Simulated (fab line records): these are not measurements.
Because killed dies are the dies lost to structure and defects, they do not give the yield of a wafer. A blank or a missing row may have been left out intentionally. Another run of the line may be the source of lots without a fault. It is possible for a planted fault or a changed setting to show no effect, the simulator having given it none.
A struck lot beside a sound one || flow gf180mcu || 18 steps out of a route of 602
Sound: wafers L913.1, L913.2, L913.5. Struck: wafers L920.3, L920.5, L920.6. Last of all comes the cause.
Each step with rows lists, per side, the tool, then ch with its chambers, then its first start. Under that, the readings that differ: sound wafers || struck wafers || difference of the means || sigmas: that difference in standard deviations of wafers without a fault.
alike: same words and numbers on both sides, and readings whose means sit less than 2 such deviations apart. not compared: any withheld reading, any reading some wafer has no value for, any bound like >300 that may hide the same value, and any number with overlapping values for which the record gives no deviation.
A row with sigmas, a row that says differs or no value, or rows on one side alone: a step with any of these is where the two part. Numbers that have no deviation but don't overlap get no sigmas and don't part them. Lack of a reading on every wafer of one side parts them only where that side has two or more wafers.

first, 1 step without rows for these wafers: GF_HV_LDD_CLEAN_51 (cleans in SC1/SC2, time 150 s).
GF_HV_LDD_RTA_52: time 10 s.
  sound on rtp-anneal-02 ch 0, day 16 00:31; struck on rtp-anneal-02 ch 0, day 18 08:01
  alike: lamp-power-pct, wafer_temp_C_max
GF_HV_LDD_RS_MEAS_53: a four-point-probe measurement.
  sound: film-metro-04 at day 16 00:35; struck: film-metro-04 at day 18 08:06
  alike: HV_LDD_RS
then, 1 step without rows for these wafers: GF_HV_LDD_CVD_54 (deposits SiO2 from TEOS, target thk 10 nm, time 75 s).
GF_HV_LDD_THK_MEAS_55:
  sound: film-metro-03 at day 16 01:44; struck: film-metro-04 at day 18 09:13
  alike: HV_LDD_CVD_54_THK
then, 1 step without rows for these wafers: GF_HV_LDD_CVD_56 (deposits Si3N4 from DCS/NH3, target thk 90 nm, time 1543 s).
GF_HV_LDD_THK_MEAS_57:
  sound: film-metro-04 at day 16 03:13; struck: film-metro-01 at day 18 10:43
  alike: HV_LDD_CVD_56_THK
GF_HV_LDD_ETCHBACK_58: etches Si3N4 in CH3F/O2, stops on SiO2, time 100 s, target depth 90 nm.
  sound on rie-diel-01 ch 0,2,3, day 16 03:17; struck on rie-diel-04 ch 1,2,3, day 18 10:45
  alike: drypump-motor-current-A, oes-product-au, throttle-valve-pct
  not compared: rf-hours-counter-h
then, 4 steps without rows for these wafers: GF_NSD_DEHYDRATE_00 (time 60 s); GF_NSD_HMDS_01 (prime time 60 s); GF_NSD_COAT_02 (resist thk 1000 nm); GF_NSD_SOFTBAKE_03 (time 60 s).
GF_NSD_EXPOSE_04: exposes mask Nplus, target cd 400 nm.
  sound on iline-stepper-01 ch 0, day 16 14:17; struck on iline-stepper-02 ch 0, day 18 23:04
{"reading": "exposure-dose-mJ-cm2", "sound": "140.00 139.94 140.23", "struck": "132.54 132.42 132.05", "difference": -7.72, "sigmas": -51}
  alike: mask
then, 2 steps without rows for these wafers: GF_NSD_PEB_05; GF_NSD_DEVELOP_06 (develop time 60 s).
GF_NSD_CD_MEAS_07: target cd 400 nm.
  sound: cd-sem-02 at day 17 01:31; struck: cd-sem-02 at day 19 11:04
{"reading": "cd-nm (nm)", "sound": "398.5 398.0 399.2", "struck": "385.9 383.0 385.2", "difference": -13.9, "sigmas": -6}
GF_NSD_OVL_MEAS_08:
  sound: overlay-02 at day 17 01:38; struck: overlay-02 at day 19 11:09
  alike: NSD_OVL
GF_PASSIVATION_PROBE_99:
  sound wafers here have rows in the record (prober-02, day 32 10:01); struck ones have none

== WHERE THEY PART ==
At GF_NSD_EXPOSE_04 first; at GF_PASSIVATION_PROBE_99 last (within this record only).

WHY: the cause the simulator had injected
Process parameters drifting: iline-stepper-02 at GF_NSD_EXPOSE_04, beginning at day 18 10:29. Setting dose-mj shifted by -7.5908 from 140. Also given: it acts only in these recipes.
